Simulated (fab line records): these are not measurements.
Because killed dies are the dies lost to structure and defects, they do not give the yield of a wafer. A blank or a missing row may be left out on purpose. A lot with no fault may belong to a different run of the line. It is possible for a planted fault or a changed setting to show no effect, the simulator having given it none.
fab line records	flow sky130	part 1 of 2: steps 1 to 30 of 40
record: lots: 5	wafers: 15	last_day: 50
route steps=708 shown LDD_HVP@282 LDD_LDN@289 SPACER@304 POLY_CUT@307 SD_P@320
lots that met no fault: taken from a fault-free run of the same line
start_h: hours from the record's opening day to when the first of the lot's shown wafers began	wait_h: how many hours have passed since the lot's step before this one	" identical to the entry in the row above	L1.1+2: a single row standing in for several wafers	- either no value or no given start	* or withheld: withheld	< > ~ a bound
route shown NAME@n: NAME is a module with steps in the file, n the number in the route of the first one	usual: mean/standard deviation taken from wafers without a fault	same: alike in all rows	chamber/n: place in a boat	sites: the reading at each site	_std_site: standard deviation across them	_edge_site: inner sites' mean taken away from outer sites' mean	radius_mm: how far each site lies from the wafer's centre	mask NAME#n: copy n	behind: the tool/chamber that last shaped the wafer	hold: the reason the lot was held/the length of the hold in hours/how it ended	device: the n, p or np transistor that did not switch	end of line: the tests these same wafers got at the end of their route	a step given without rows: its recipe and nothing more	killed: count of dies lost to structure and defects at first sort (not the wafer's yield)	map: shows each die of a wafer: x if killed, . if not, _ if none is there
set.NAME: the setting as run; set.NAME@STEP: as run at that earlier step	model.NAME: the simulator's own value behind a step, which no gauge read
lots seen at some steps along the route; tables by step, rows by wafer
services: when a tool's chamber went out of use (start_h, in hours from the record's first day, below 0 if earlier), for how many hours, and the reason
== steps ==
step: SKY_LDD_HVP_EXPOSE_04
recipe: mask_id: HVPTM	na: 0.6	source_shape: conventional	sigma_outer: 0.6	polarization: unpolarized	target_cd_nm: 700	dose_mj: 87
usual: reticle_temp_C: 22.99/0.11	stage_vel_mm_s: 499.99/0.27
lot.wafer	tool	chamber	start_h	wait_h	mask	reticle_temp_C	stage_vel_mm_s
L076.1	iline_stepper-02	0	-	-	HVPTM#0	22.80	500.08
L076.4	"	0	"	"	HVPTM#0	22.94	499.93
L076.5	"	0	"	"	HVPTM#0	22.69	499.86
L079.2	iline_stepper-01	0	-	-	HVPTM#0	23.05	500.04
L079.5	"	0	"	"	HVPTM#0	22.84	500.09
L079.6	"	0	"	"	HVPTM#0	22.90	500.26
L085.2	iline_stepper-02	0	-	-	HVPTM#0	23.18	500.42
L085.3	"	0	"	"	HVPTM#0	22.94	500.24
L085.5	"	0	"	"	HVPTM#0	23.16	500.41
L089.2	iline_stepper-01	0	-	-	HVPTM#0	22.84	499.66
L089.4	"	0	"	"	HVPTM#0	23.01	499.81
L089.5	"	0	"	"	HVPTM#0	22.97	500.05
L096.1	iline_stepper-02	0	-	-	HVPTM#0	22.84	499.80
L096.2	"	0	"	"	HVPTM#0	22.95	499.63
L096.3	"	0	"	"	HVPTM#0	22.89	499.47
step: SKY_LDD_HVP_PEB_05
recipe: temp_c: withheld	time_s: *	resist: NOVOLAK
lot.wafer	tool	chamber	start_h	wait_h
L076.1+4+5	litho_track-04	0	-	-
L079.2+5+6	litho_track-03	0	-	-
L085.2+3+5	litho_track-04	0	-	-
L089.2+4+5	litho_track-03	0	-	-
L096.1+2+3	litho_track-02	0	-	-
step: SKY_LDD_HVP_DEVELOP_06
recipe: resist: NOVOLAK	developer: TMAH	develop_time_s: 60	dev_temp_c: 23
lot.wafer	tool	chamber	start_h	wait_h
L076.1+4+5	litho_track-04	0	515.63	0.1
L079.2+5+6	litho_track-03	0	549.93	0.1
L085.2+3+5	litho_track-04	0	597.26	0.1
L089.2+4+5	litho_track-03	0	640.38	0.1
L096.1+2+3	litho_track-02	0	681.19	0.1
step: SKY_LDD_HVP_OVL_MEAS_07
usual: LDD_HVP_OVL: -0.1/1.5
lot.wafer	tool	chamber	start_h	wait_h	LDD_HVP_OVL[nm]
L076.1	overlay-01	-	515.78	0.1	-0.6
L076.4	"	-	"	"	-0.4
L076.5	"	-	"	"	-0.4
L079.2	overlay-02	-	550.06	0.1	1.7
L079.5	"	-	"	"	1.8
L079.6	"	-	"	"	1.2
L085.2	overlay-02	-	597.39	0.1	-1.3
L085.3	"	-	"	"	-1.2
L085.5	"	-	"	"	-3.2
L089.2	overlay-02	-	640.51	0.1	-0.9
L089.4	"	-	"	"	-1.6
L089.5	"	-	"	"	-0.4
L096.1	overlay-01	-	681.34	0.1	-1.0
L096.2	"	-	"	"	0.6
L096.3	"	-	"	"	0.3
step: SKY_LDD_HVP_IMPLANT_08
recipe: species: B	energy_kev: 20	dose_cm2: 1.7e+13	tilt_deg: 17.9
usual: faraday_current_uA: 96.0/1.9
lot.wafer	tool	chamber	start_h	wait_h	faraday_current_uA
L076.1	implanter-04	0	515.94	0.2	94.6
L076.4	"	0	"	"	95.3
L076.5	"	0	"	"	98.7
L079.2	implanter-04	0	550.11	0.0	96.6
L079.5	"	0	"	"	94.7
L079.6	"	0	"	"	95.0
L085.2	implanter-02	0	597.44	0.0	97.5
L085.3	"	0	"	"	95.0
L085.5	"	0	"	"	93.8
L089.2	implanter-04	0	640.56	0.0	94.7
L089.4	"	0	"	"	97.7
L089.5	"	0	"	"	92.2
L096.1	implanter-04	0	681.37	0.0	99.0
L096.2	"	0	"	"	96.3
L096.3	"	0	"	"	96.5
step: SKY_LDD_HVP_STRIP_09
recipe: chemistry: O2/N2	power_w: 1400	pressure_mtorr: 1500	platen_temp_c: withheld	o2_flow_sccm: 3000	n2_flow_sccm: 300	overash_fraction: 0.5
usual: drypump_motor_current_A: 6.0/0.42	oes_product_au: 0.409/0.0045	strip_time_to_endpoint_s: 4.135/0.015
lot.wafer	tool	chamber	start_h	wait_h	drypump_motor_current_A	oes_product_au	rf_hours_counter_h	strip_time_to_endpoint_s
L076.1	plasma_asher-02	0	516.09	0.1	5.6	0.405	28	4.121
L076.4	"	1	"	"	5.6	0.404	-	4.136
L076.5	"	1	"	"	5.6	0.420	-	4.142
L079.2	plasma_asher-04	0	550.24	0.1	6.2	0.399	88	4.129
L079.5	"	0	"	"	6.3	0.411	-	4.134
L079.6	"	1	"	"	6.3	0.405	-	4.147
L085.2	plasma_asher-04	0	597.57	0.1	6.2	0.414	93	4.118
L085.3	"	1	"	"	6.3	0.408	-	4.109
L085.5	"	1	"	"	6.3	0.410	-	4.146
L089.2	plasma_asher-03	0	640.69	0.1	5.7	0.414	21	4.141
L089.4	"	1	"	"	6.7	0.405	-	4.141
L089.5	"	1	"	"	6.7	0.399	-	4.141
L096.1	plasma_asher-02	0	681.52	0.1	5.6	0.414	43	4.140
L096.2	"	1	"	"	5.6	0.409	43	4.125
L096.3	"	1	"	"	5.7	0.404	-	4.149
step: SKY_LDD_HVP_TW_MEAS_10
usual: LDD_HVP_TW: 455/8.4
lot.wafer	tool	chamber	start_h	wait_h	LDD_HVP_TW
L076.1	film_metro-04	-	516.19	0.1	464
L076.4	"	-	"	"	467
L076.5	"	-	"	"	467
L079.2	film_metro-03	-	550.35	0.1	449
L079.5	"	-	"	"	447
L079.6	"	-	"	"	445
L085.2	film_metro-03	-	597.68	0.1	448
L085.3	"	-	"	"	446
L085.5	"	-	"	"	449
L089.2	film_metro-01	-	640.80	0.1	455
L089.4	"	-	"	"	456
L089.5	"	-	"	"	459
L096.1	film_metro-03	-	681.62	0.1	448
L096.2	"	-	"	"	447
L096.3	"	-	"	"	448
step: SKY_LDD_LDN_DEHYDRATE_00
recipe: temp_c: 200	time_s: 60
lot.wafer	tool	chamber	start_h	wait_h
L076.1+4+5	litho_track-02	0	530.44	14.2
L079.2+5+6	litho_track-03	0	564.68	14.3
L085.2+3+5	litho_track-02	0	611.81	14.1
L089.2+4+5	litho_track-01	0	653.96	13.2
L096.1+2+3	litho_track-03	0	695.35	13.7
step: SKY_LDD_LDN_HMDS_01
recipe: prime_time_s: 60	prime_temp_c: 120
lot.wafer	tool	chamber	start_h	wait_h
L076.1+4+5	litho_track-02	0	530.59	0.1
L079.2+5+6	litho_track-03	0	564.83	0.1
L085.2+3+5	litho_track-02	0	611.96	0.1
L089.2+4+5	litho_track-01	0	654.11	0.1
L096.1+2+3	litho_track-03	0	695.50	0.1
step: SKY_LDD_LDN_COAT_02
recipe: resist: NOVOLAK	spin_rpm: 3000	resist_thk_nm: 1140
lot.wafer	tool	chamber	start_h	wait_h
L076.1+4+5	litho_track-02	0	530.74	0.1
L079.2+5+6	litho_track-03	0	564.98	0.1
L085.2+3+5	litho_track-02	0	612.11	0.1
L089.2+4+5	litho_track-01	0	654.26	0.1
L096.1+2+3	litho_track-03	0	695.65	0.1
step: SKY_LDD_LDN_SOFTBAKE_03
recipe: temp_c: 90	time_s: 60	resist: NOVOLAK
lot.wafer	tool	chamber	start_h	wait_h
L076.1+4+5	litho_track-02	0	530.89	0.1
L079.2+5+6	litho_track-03	0	565.13	0.1
L085.2+3+5	litho_track-02	0	612.26	0.1
L089.2+4+5	litho_track-01	0	654.41	0.1
L096.1+2+3	litho_track-03	0	695.80	0.1
step: SKY_LDD_LDN_EXPOSE_04
recipe: mask_id: LDNTM	na: 0.6	source_shape: conventional	sigma_outer: 0.6	polarization: unpolarized	target_cd_nm: 700	dose_mj: 140
usual: reticle_temp_C: 23.00/0.12	stage_vel_mm_s: 499.98/0.26
lot.wafer	tool	chamber	start_h	wait_h	mask	reticle_temp_C	stage_vel_mm_s
L076.1	iline_stepper-01	0	-	-	LDNTM#0	22.94	500.08
L076.4	"	0	"	"	LDNTM#0	22.93	499.71
L076.5	"	0	"	"	LDNTM#0	23.01	499.64
L079.2	iline_stepper-02	0	-	-	LDNTM#0	23.04	500.17
L079.5	"	0	"	"	LDNTM#0	22.73	500.19
L079.6	"	0	"	"	LDNTM#0	22.98	500.20
L085.2	iline_stepper-02	0	-	-	LDNTM#0	23.11	499.81
L085.3	"	0	"	"	LDNTM#0	22.95	499.89
L085.5	"	0	"	"	LDNTM#0	22.97	499.99
L089.2	iline_stepper-01	0	-	-	LDNTM#0	22.98	500.02
L089.4	"	0	"	"	LDNTM#0	23.01	500.30
L089.5	"	0	"	"	LDNTM#0	22.93	500.12
L096.1	iline_stepper-01	0	-	-	LDNTM#0	23.17	500.16
L096.2	"	0	"	"	LDNTM#0	22.99	499.97
L096.3	"	0	"	"	LDNTM#0	23.20	500.19
step: SKY_LDD_LDN_PEB_05
recipe: temp_c: withheld	time_s: *	resist: NOVOLAK
lot.wafer	tool	chamber	start_h	wait_h
L076.1+4+5	litho_track-01	0	-	-
L079.2+5+6	litho_track-01	0	-	-
L085.2+3+5	litho_track-01	0	-	-
L089.2+4+5	litho_track-01	0	-	-
L096.1+2+3	litho_track-02	0	-	-
step: SKY_LDD_LDN_DEVELOP_06
recipe: resist: NOVOLAK	developer: TMAH	develop_time_s: 60	dev_temp_c: 23
lot.wafer	tool	chamber	start_h	wait_h
L076.1+4+5	litho_track-01	0	546.34	0.1
L079.2+5+6	litho_track-01	0	580.21	0.1
L085.2+3+5	litho_track-01	0	626.71	0.1
L089.2+4+5	litho_track-01	0	669.31	0.1
L096.1+2+3	litho_track-02	0	709.39	0.1
step: SKY_LDD_LDN_OVL_MEAS_07
usual: LDD_LDN_OVL: -1.2/1.4
lot.wafer	tool	chamber	start_h	wait_h	LDD_LDN_OVL[nm]
L076.1	overlay-02	-	546.49	0.1	-2.5
L076.4	"	-	"	"	-0.1
L076.5	"	-	"	"	-0.8
L079.2	overlay-01	-	580.34	0.1	1.2
L079.5	"	-	"	"	-1.0
L079.6	"	-	"	"	1.3
L085.2	overlay-02	-	626.84	0.1	-2.6
L085.3	"	-	"	"	-1.3
L085.5	"	-	"	"	-0.6
L089.2	overlay-02	-	669.44	0.1	-1.4
L089.4	"	-	"	"	-2.0
L089.5	"	-	"	"	-1.8
L096.1	overlay-01	-	709.54	0.1	-1.0
L096.2	"	-	"	"	-0.6
L096.3	"	-	"	"	-0.4
step: SKY_LDD_LDN_IMPLANT_08
recipe: species: As	energy_kev: 15	dose_cm2: 1.25e+13	tilt_deg: withheld	rotation_deg: 23
usual: faraday_current_uA: 70.2/1.5
lot.wafer	tool	chamber	start_h	wait_h	faraday_current_uA
L076.1	implanter-03	0	546.52	0.0	69.8
L076.4	"	0	"	"	70.3
L076.5	"	0	"	"	69.2
L079.2	implanter-04	0	580.40	0.0	70.3
L079.5	"	0	"	"	68.2
L079.6	"	0	"	"	71.3
L085.2	implanter-04	0	626.90	0.0	69.2
L085.3	"	0	"	"	72.0
L085.5	"	0	"	"	70.3
L089.2	implanter-03	0	669.50	0.0	71.5
L089.4	"	0	"	"	70.9
L089.5	"	0	"	"	70.5
L096.1	implanter-04	0	709.57	0.0	67.4
L096.2	"	0	"	"	69.7
L096.3	"	0	"	"	68.8
step: SKY_LDD_LDN_IMPLANT_09
recipe: species: As	energy_kev: 15	dose_cm2: 1.25e+13	tilt_deg: withheld	rotation_deg: 113
usual: faraday_current_uA: 70.7/1.1
lot.wafer	tool	chamber	start_h	wait_h	faraday_current_uA
L076.1	implanter-03	0	546.67	0.1	72.4
L076.4	"	0	"	"	72.8
L076.5	"	0	"	"	71.3
L079.2	implanter-04	0	580.55	0.1	69.7
L079.5	"	0	"	"	69.0
L079.6	"	0	"	"	70.7
L085.2	implanter-04	0	627.05	0.1	71.5
L085.3	"	0	"	"	70.3
L085.5	"	0	"	"	69.7
L089.2	implanter-03	0	669.65	0.1	71.6
L089.4	"	0	"	"	72.9
L089.5	"	0	"	"	70.7
L096.1	implanter-04	0	709.72	0.1	70.3
L096.2	"	0	"	"	71.0
L096.3	"	0	"	"	70.0
step: SKY_LDD_LDN_IMPLANT_10
recipe: species: As	energy_kev: 15	dose_cm2: 1.25e+13	tilt_deg: withheld	rotation_deg: 203
usual: faraday_current_uA: 70.4/1.3
lot.wafer	tool	chamber	start_h	wait_h	faraday_current_uA
L076.1	implanter-03	0	546.82	0.1	70.5
L076.4	"	0	"	"	70.0
L076.5	"	0	"	"	69.0
L079.2	implanter-04	0	580.70	0.1	70.5
L079.5	"	0	"	"	70.4
L079.6	"	0	"	"	71.1
L085.2	implanter-04	0	627.20	0.1	69.1
L085.3	"	0	"	"	69.3
L085.5	"	0	"	"	70.3
L089.2	implanter-03	0	669.80	0.1	68.2
L089.4	"	0	"	"	71.3
L089.5	"	0	"	"	71.5
L096.1	implanter-04	0	709.87	0.1	72.2
L096.2	"	0	"	"	68.9
L096.3	"	0	"	"	72.9
step: SKY_LDD_LDN_IMPLANT_11
recipe: species: As	energy_kev: 15	dose_cm2: 1.25e+13	tilt_deg: withheld	rotation_deg: 293
usual: faraday_current_uA: 70.7/1.4
lot.wafer	tool	chamber	start_h	wait_h	faraday_current_uA
L076.1	implanter-03	0	546.97	0.1	70.6
L076.4	"	0	"	"	71.4
L076.5	"	0	"	"	68.9
L079.2	implanter-04	0	580.85	0.1	72.0
L079.5	"	0	"	"	72.6
L079.6	"	0	"	"	71.7
L085.2	implanter-04	0	627.35	0.1	70.6
L085.3	"	0	"	"	72.1
L085.5	"	0	"	"	70.4
L089.2	implanter-03	0	669.95	0.1	72.2
L089.4	"	0	"	"	69.1
L089.5	"	0	"	"	72.0
L096.1	implanter-04	0	710.02	0.1	69.7
L096.2	"	0	"	"	67.4
L096.3	"	0	"	"	72.1
step: SKY_LDD_LDN_STRIP_12
recipe: chemistry: O2/N2	power_w: 1400	pressure_mtorr: 1500	platen_temp_c: withheld	o2_flow_sccm: 3000	n2_flow_sccm: 300	overash_fraction: 0.5
usual: drypump_motor_current_A: 5.7/0.47	oes_product_au: 0.716/0.0049	strip_time_to_endpoint_s: 14.184/0.028
lot.wafer	tool	chamber	start_h	wait_h	drypump_motor_current_A	oes_product_au	rf_hours_counter_h	strip_time_to_endpoint_s
L076.1	plasma_asher-02	0	547.12	0.1	5.6	0.725	31	14.178
L076.4	"	0	"	"	5.6	0.715	-	14.171
L076.5	"	0	"	"	5.6	0.727	-	14.178
L079.2	plasma_asher-01	0	580.97	0.1	5.2	0.710	81	14.222
L079.5	"	1	"	"	5.4	0.708	-	14.165
L079.6	"	0	"	"	5.3	0.732	-	14.250
L085.2	plasma_asher-03	0	627.47	0.1	5.7	0.719	20	14.166
L085.3	"	1	"	"	6.7	0.722	-	14.201
L085.5	"	0	"	"	5.7	0.716	-	14.153
L089.2	plasma_asher-01	1	670.07	0.1	5.5	0.710	91	14.138
L089.4	"	0	"	"	5.3	0.719	-	14.197
L089.5	"	0	"	"	5.3	0.714	-	14.211
L096.1	plasma_asher-03	0	710.17	0.1	5.7	0.714	28	14.184
L096.2	"	1	"	"	6.7	0.711	28	14.193
L096.3	"	0	"	"	5.7	0.719	-	14.150
step: SKY_LDD_LDN_TW_MEAS_13
usual: LDD_LDN_TW: 1490/14
lot.wafer	tool	chamber	start_h	wait_h	LDD_LDN_TW
L076.1	film_metro-04	-	547.22	0.1	1517
L076.4	"	-	"	"	1513
L076.5	"	-	"	"	1513
L079.2	film_metro-02	-	581.08	0.1	1477
L079.5	"	-	"	"	1476
L079.6	"	-	"	"	1476
L085.2	film_metro-04	-	627.58	0.1	1506
L085.3	"	-	"	"	1508
L085.5	"	-	"	"	1508
L089.2	film_metro-01	-	670.18	0.1	1482
L089.4	"	-	"	"	1482
L089.5	"	-	"	"	1481
L096.1	film_metro-01	-	710.27	0.1	1500
L096.2	"	-	"	"	1499
L096.3	"	-	"	"	1504
step: SKY_LDD_LDN_CLEAN_14
recipe: chemistry: SC1/SC2	mix: 1:4:20	temp_c: 70	time_s: 150	dry: n2_spin
lot.wafer	tool	chamber	start_h	wait_h
L076.1+4+5	wet_bench-02	0	547.28	0.1
L079.2+5+6	wet_bench-02	3	581.13	0.0
L085.2+3+5	wet_bench-03	1	627.63	0.0
L089.2+4+5	wet_bench-03	0	670.23	0.0
L096.1+2+3	wet_bench-01	0	710.33	0.1
step: SKY_SPACER_CVD_00
recipe: material: Si3N4	precursor: DCS/NH3	target_thk_nm: 43.1	temp_c: 770	time_s: 740	pressure_mtorr: 250
usual: spike_tc_bottom_C: 790.9/1.7
lot.wafer	tool	chamber	start_h	wait_h	spike_tc_bottom_C
L076.1	lpcvd-02	1	547.68	0.3	788.8
L076.4	"	1	"	"	788.1
L076.5	"	1	"	"	789.4
L079.2	lpcvd-02	0	582.11	0.9	792.5
L079.5	"	0	"	"	792.5
L079.6	"	0	"	"	793.0
L085.2	lpcvd-02	0	628.02	0.3	793.1
L085.3	"	0	"	"	792.2
L085.5	"	0	"	"	792.1
L089.2	lpcvd-02	0	670.28	0.0	792.4
L089.4	"	0	"	"	793.0
L089.5	"	0	"	"	791.7
L096.1	lpcvd-02	1	711.04	0.7	789.0
L096.2	"	1	"	"	789.6
L096.3	"	1	"	"	788.4
step: SKY_SPACER_THK_MEAS_01
recipe: reads: Si3N4_of_SPACER_CVD_00
usual: SPACER_CVD_00_THK: 43.2/0.33
lot.wafer	tool	chamber	start_h	wait_h	SPACER_CVD_00_THK[nm]
L076.1	film_metro-03	-	548.88	0.0	42.9
L076.4	"	-	"	"	43.4
L076.5	"	-	"	"	43.3
L079.2	film_metro-03	-	583.33	0.0	43.0
L079.5	"	-	"	"	43.3
L079.6	"	-	"	"	43.5
L085.2	film_metro-03	-	629.25	0.0	43.1
L085.3	"	-	"	"	43.3
L085.5	"	-	"	"	43.3
L089.2	film_metro-02	-	671.50	0.0	42.8
L089.4	"	-	"	"	43.1
L089.5	"	-	"	"	42.7
L096.1	film_metro-01	-	712.24	0.0	42.9
L096.2	"	-	"	"	43.1
L096.3	"	-	"	"	43.1
step: SKY_SPACER_ETCHBACK_02
recipe: chemistry: CH3F/O2	target: Si3N4	stop_on: SiO2	source_w: 400	bias_w: 80	pressure_mtorr: 25	ch3f_flow_sccm: 40	O2_flow_sccm: 30	time_s: 46.7	target_depth_a: 450
usual: drypump_motor_current_A: 5.4/0.44	oes_product_au: 0.856/0.0056	throttle_valve_pct: 10.562/0.009
lot.wafer	tool	chamber	start_h	wait_h	drypump_motor_current_A	oes_product_au	rf_hours_counter_h	throttle_valve_pct
L076.1	rie_diel-01	0	548.94	0.1	5.7	0.850	26	10.562
L076.4	"	2	"	"	4.9	0.853	11	10.549
L076.5	"	1	"	"	6.2	0.861	-	10.566
L079.2	rie_diel-03	1	583.38	0.0	5.0	0.859	3	10.560
L079.5	"	0	"	"	5.1	0.860	-	10.553
L079.6	"	1	"	"	5.1	0.858	-	10.567
L085.2	rie_diel-01	1	629.30	0.0	6.2	0.855	55	10.557
L085.3	"	2	"	"	4.9	0.853	13	10.567
L085.5	"	1	"	"	6.2	0.863	-	10.560
L089.2	rie_diel-01	3	671.55	0.0	5.2	0.861	11	10.553
L089.4	"	2	"	"	4.9	0.859	14	10.566
L089.5	"	0	"	"	5.7	0.842	-	10.579
L096.1	rie_diel-03	0	712.30	0.1	5.1	0.854	5	10.572
L096.2	"	2	"	"	6.0	0.851	4	10.551
L096.3	"	1	"	"	5.0	0.856	6	10.560
step: SKY_POLY_CUT_DEHYDRATE_00
recipe: temp_c: 200	time_s: 60
lot.wafer	tool	chamber	start_h	wait_h
L076.1+4+5	litho_track-03	0	562.95	14.0
L079.2+5+6	litho_track-03	0	597.38	14.0
L085.2+3+5	litho_track-03	0	642.93	13.6
L089.2+4+5	litho_track-03	0	685.33	13.8
L096.1+2+3	litho_track-04	0	726.28	14.0
step: SKY_POLY_CUT_HMDS_01
recipe: prime_time_s: 60	prime_temp_c: 120
lot.wafer	tool	chamber	start_h	wait_h
L076.1+4+5	litho_track-03	0	563.10	0.1
L079.2+5+6	litho_track-03	0	597.53	0.1
L085.2+3+5	litho_track-03	0	643.08	0.1
L089.2+4+5	litho_track-03	0	685.48	0.1
L096.1+2+3	litho_track-04	0	726.43	0.1
step: SKY_POLY_CUT_COAT_02
recipe: resist: BARC	temp_c: withheld	time_s: withheld	spin_rpm: 3000	resist_thk_nm: 60
lot.wafer	tool	chamber	start_h	wait_h
L076.1+4+5	litho_track-03	0	563.25	0.1
L079.2+5+6	litho_track-03	0	597.68	0.1
L085.2+3+5	litho_track-03	0	643.23	0.1
L089.2+4+5	litho_track-03	0	685.63	0.1
L096.1+2+3	litho_track-04	0	726.58	0.1
step: SKY_POLY_CUT_COAT_03
recipe: resist: KrF-thick	spin_rpm: 3000	resist_thk_nm: 450
lot.wafer	tool	chamber	start_h	wait_h
L076.1+4+5	litho_track-03	0	-	-
L079.2+5+6	litho_track-03	0	-	-
L085.2+3+5	litho_track-03	0	-	-
L089.2+4+5	litho_track-03	0	-	-
L096.1+2+3	litho_track-04	0	-	-
step: SKY_POLY_CUT_SOFTBAKE_04
recipe: temp_c: 100	time_s: 90	resist: KrF-thick
lot.wafer	tool	chamber	start_h	wait_h
L076.1+4+5	litho_track-03	0	-	-
L079.2+5+6	litho_track-03	0	-	-
L085.2+3+5	litho_track-03	0	-	-
L089.2+4+5	litho_track-03	0	-	-
L096.1+2+3	litho_track-04	0	-	-
